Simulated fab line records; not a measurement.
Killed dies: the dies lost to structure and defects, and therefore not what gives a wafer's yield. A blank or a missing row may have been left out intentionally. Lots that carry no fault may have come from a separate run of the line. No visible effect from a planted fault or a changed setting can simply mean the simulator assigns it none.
Comparing a struck lot with a sound one || flow gf180mcu || 16 out of 602 route steps
Sound: the wafers L512.1, L512.2, L512.6. Wafers struck: L503.2, L503.4, L503.6. The cause comes at the end.
For every step that has rows: the tool of each side, followed by ch and its chambers, followed by its first start. Under that, the readings that differ: sound wafers || struck wafers || difference of the means || sigmas: that difference in standard deviations of wafers without a fault.
alike: words and numbers the same on both sides, and readings whose means are apart by under 2 such deviations; not compared: readings that were withheld, readings missing a value for some wafer, numbers with overlapping values and no deviation given by the record, and bounds like >300 which may hide the same value.
Wherever a step has rows on one side only, a row that says differs or no value, or a row with sigmas, the two part there. When numbers do not overlap yet have no deviation, they are printed without sigmas and do not part them. A reading that every wafer of one side lacks parts them only if that side has two wafers or more.

GF_VT_IMPLANT_OVL_MEAS_18:
  struck on overlay-02, day 8 09:24; sound on overlay-01, day 10 16:11
  alike: VT_IMPLANT_01_OVL
following that, these wafers have no rows for 1 step: GF_VT_IMPLANT_IMPLANT_19.
GF_VT_IMPLANT_STRIP_20: strips in O2/N2.
  sound on plasma-asher-01 ch 0,1, day 10 16:22; struck on plasma-asher-01 ch 1, day 8 09:35
  alike: drypump-motor-current-A, heater-power-w, oes-product-au, platen-temp-c, strip-time-to-endpoint-s
  not compared: rf-hours-counter-h
GF_VT_IMPLANT_TW_MEAS_21:
  struck on film-metro-01, day 8 09:41; sound on film-metro-03, day 10 16:28
{"reading": "VT_IMPLANT_2_TW", "sound": "1210 1212 1206", "struck": "1236 1233 1234", "difference": "+25", "sigmas": "+2"}
then, 7 steps without rows for these wafers: GF_VT_IMPLANT_DEHYDRATE_22 (time 60 s); GF_VT_IMPLANT_HMDS_23 (prime time 60 s); GF_VT_IMPLANT_COAT_24 (resist thk 1000 nm); GF_VT_IMPLANT_SOFTBAKE_25 (time 60 s); GF_VT_IMPLANT_EXPOSE_26 (exposes mask LVPWELL HV AREA, target cd 860 nm); GF_VT_IMPLANT_PEB_27; GF_VT_IMPLANT_DEVELOP_28 (develop time 60 s).
GF_VT_IMPLANT_OVL_MEAS_29:
  struck on overlay-02, day 9 02:17; sound on overlay-02, day 11 10:35
  alike: VT_IMPLANT_02_OVL
GF_VT_IMPLANT_IMPLANT_30:
  sound on implanter-01 ch 0, day 11 10:38; struck on implanter-03, day 9 02:20
  no value came back on the struck wafers for beam-energy-keV, beam-on-s (s), end-station-pressure-torr (Torr); on the sound wafers beam-energy-keV reads 24.997 24.996 25.004
GF_VT_IMPLANT_STRIP_31: strips in O2/N2.
  sound on plasma-asher-03 ch 0,1, day 11 10:47; struck on plasma-asher-04 ch 0, day 9 02:28
{"reading": "heater-power-w (W)", "sound": "306 288 287", "struck": "428 423 419", "difference": "+130", "sigmas": "+3"}
  alike: drypump-motor-current-A, oes-product-au, platen-temp-c, strip-time-to-endpoint-s
  not compared: rf-hours-counter-h
GF_VT_IMPLANT_TW_MEAS_32:
  struck on film-metro-04, day 9 02:34; sound on film-metro-01, day 11 10:53
{"reading": "VT_IMPLANT_3_TW", "sound": "274 274 275", "struck": "30 30 30", "difference": -244, "sigmas": -79}
then, 1 step without rows for these wafers: GF_VT_IMPLANT_DEHYDRATE_33 (time 60 s).

## WHERE THEY PART
Last at GF_VT_IMPLANT_TW_MEAS_32 as far as this record goes, first at GF_VT_IMPLANT_TW_MEAS_21.

WHY: what the simulator had put in
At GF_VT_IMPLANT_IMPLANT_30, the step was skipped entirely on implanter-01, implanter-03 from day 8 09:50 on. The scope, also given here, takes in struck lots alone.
